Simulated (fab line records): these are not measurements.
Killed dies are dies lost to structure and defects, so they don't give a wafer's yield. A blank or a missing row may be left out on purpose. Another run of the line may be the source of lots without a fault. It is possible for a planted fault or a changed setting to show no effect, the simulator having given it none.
Which tool is to blame? | flow gf180mcu | Sampling: 12 lots, 36 wafers, 5 of 602 route steps

== WHAT THE GAUGES SHOWED, per wafer ==
GF_M5_OVL_MEAS_08.
lot  | measured     | on         | M5_OVL (nm)
L075 | day 26 08:48 | overlay-02 | -6 -8 -5
L077 | day 27 02:41 | overlay-02 | -15 -15 -12
L079 | day 27 16:06 | overlay-02 | -14 -23 -17
L081 | day 28 21:11 | overlay-02 | -8 -3 -10
L083 | day 29 09:39 | overlay-02 | 0 0 0
L085 | day 30 10:41 | overlay-01 | -5 -10 -5
L087 | day 30 21:23 | overlay-02 | 4 3 4
L089 | day 31 03:02 | overlay-02 | -7 -5 -8
L091 | day 31 09:35 | overlay-01 | 3 4 -1
L093 | day 31 20:59 | overlay-01 | -10 -6 -6
L095 | day 32 09:02 | overlay-01 | -5 3 -5
L097 | day 32 18:38 | overlay-02 | -10 -10 -12

== WHAT TOOL EACH LOT RAN ON (gives the tool, then ch and the chambers of the sampled wafers, and finally the start) ==
lot  | GF_STI_STRIP_15                     | GF_HV_LDD_STRIP_10                   | GF_CONTACT_SPUTTER_23        | GF_MIM_SPUTTER_01
L075 | plasma_asher-01 ch 0,1, day 2 06:50 | plasma_asher-04 ch 0,1, day 10 05:16 | pvd_sputter-04, day 16 06:19 | pvd_sputter-01, day 24 12:59
L077 | plasma_asher-02 ch 0,1, day 2 17:19 | plasma_asher-01 ch 0,1, day 10 20:14 | pvd_sputter-02, day 17 01:13 | pvd_sputter-03, day 25 08:37
L079 | plasma_asher-02 ch 0,1, day 3 03:00 | plasma_asher-01 ch 0,1, day 11 06:20 | pvd_sputter-01, day 17 13:12 | pvd_sputter-01, day 25 21:38
L081 | plasma_asher-01 ch 0,1, day 3 13:53 | plasma_asher-04 ch 0,1, day 12 11:56 | pvd_sputter-01, day 19 03:18 | pvd_sputter-03, day 27 05:41
L083 | plasma_asher-02 ch 0, day 4 01:20   | plasma_asher-04 ch 0,1, day 12 22:38 | pvd_sputter-01, day 19 18:09 | pvd_sputter-04, day 27 17:49
L085 | plasma_asher-04 ch 0,1, day 4 10:50 | plasma_asher-01 ch 0,1, day 14 04:13 | pvd_sputter-04, day 21 03:31 | pvd_sputter-03, day 28 21:09
L087 | plasma_asher-01 ch 0, day 4 21:29   | plasma_asher-01 ch 0,1, day 14 13:11 | pvd_sputter-04, day 21 16:33 | pvd_sputter-03, day 29 07:33
L089 | plasma_asher-04 ch 0,1, day 5 10:56 | plasma_asher-01 ch 0,1, day 14 22:07 | pvd_sputter-02, day 22 00:33 | pvd_sputter-03, day 29 14:32
L091 | plasma_asher-04 ch 0,1, day 5 19:58 | plasma_asher-03 ch 0,1, day 15 06:49 | pvd_sputter-02, day 22 08:27 | pvd_sputter-04, day 29 21:42
L093 | plasma_asher-02 ch 0,1, day 6 02:47 | plasma_asher-01 ch 0,1, day 15 19:53 | pvd_sputter-01, day 22 22:55 | pvd_sputter-01, day 30 08:53
L095 | plasma_asher-02 ch 0,1, day 6 13:56 | plasma_asher-04 ch 0,1, day 16 09:40 | pvd_sputter-02, day 23 14:01 | pvd_sputter-01, day 30 21:26
L097 | plasma_asher-01 ch 0,1, day 7 00:43 | plasma_asher-03 ch 0,1, day 16 23:43 | pvd_sputter-02, day 24 04:47 | pvd_sputter-04, day 31 07:28
- GF_STI_STRIP_15: strips in O2/N2.
- GF_HV_LDD_STRIP_10: strips in O2/N2.
- GF_CONTACT_SPUTTER_23: material TiN, target thk 10 nm, time 40 s.
- GF_MIM_SPUTTER_01: material TiN, target thk 30 nm, time 25 s.

== THE ANSWER, worked out from the rows above alone ==
Rule: the usual values come from the lots themselves. Put in order of their means at a reading, lots are off if they are a third of the lots or fewer, leave a main group of 4 or more, and stand apart from it by a gap of 3 or more times the standard deviation of the main group's means; of several such gaps the widest counts. A main group is skipped when, at the precision printed for the reading in the tables above, its means are all equal. A lot without any number at a reading at which 4 lots or more have one is off too. Any other lot the step has rows for is counted as sound.
Across all readings shown, no lot is off: no conclusion can be drawn from this.

== WHAT HAD BEEN PUT IN BY THE SIMULATOR ==
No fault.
